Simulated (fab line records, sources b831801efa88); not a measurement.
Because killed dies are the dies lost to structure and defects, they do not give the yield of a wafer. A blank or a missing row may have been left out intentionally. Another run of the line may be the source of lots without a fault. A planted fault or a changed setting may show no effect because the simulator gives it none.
Chamber matching	flow sky130	SKY_VIA1_CMP_24 on cmp-01 has 4 sister chambers
The step polishes, stops on SiO2, t overpolish 15 s, target thk 0 nm. 4 wafers are shown with their chamber, then 12 later ones without.

## EACH WAFER AND ITS CHAMBER
wafer	chamber	motor_current_A (A)
L082.6	0	10.6
L090.1	3	9.4
L092.5	2	9.5
L092.6	1	11.5

## WAFERS MISSING THEIR CHAMBER
wafer	motor_current_A (A)
L093.2	10.6
L093.3	9.8
L093.6	9.5
L094.2	11.5
L094.5	11.2
L094.6	9.1
L095.2	9.8
L095.4	11.0
L095.5	10.8
L097.1	11.5
L097.3	9.4
L097.5	10.2

## WHICH CHAMBER EACH WENT THROUGH
wafer	from the rows above	in truth
L093.2	0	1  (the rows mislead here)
L093.3	can't be placed: 2 or 3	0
L093.6	can't be placed: 2 or 3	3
L094.2	1	1
L094.5	can't be placed: 1 or 0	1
L094.6	can't be placed: 3 or 2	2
L095.2	can't be placed: 2 or 3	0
L095.4	can't be placed: 0 or 1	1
L095.5	0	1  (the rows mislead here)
L097.1	1	1
L097.3	can't be placed: 3 or 2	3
L097.5	can't be placed: 0 or 2 or 3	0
Correct placement for 2 of the 12. Cannot be placed on the basis of these rows: 8; the candidates contain the true chamber in 6. Number placed wrongly: 2.
How it was worked out, from the rows above alone: a wafer's distance from a chamber is the root of the sum, over the readings, of the square of ((its reading less the chamber's mean) divided by the reading's scatter). The wafer belongs to the nearest chamber; if the next one is less than 2 further off, it can't be placed. Each chamber's mean is taken over the wafers shown for it. The scatter: with one shown wafer a chamber, the root of the mean of the squares of how far each hidden wafer lies from its nearest shown one.
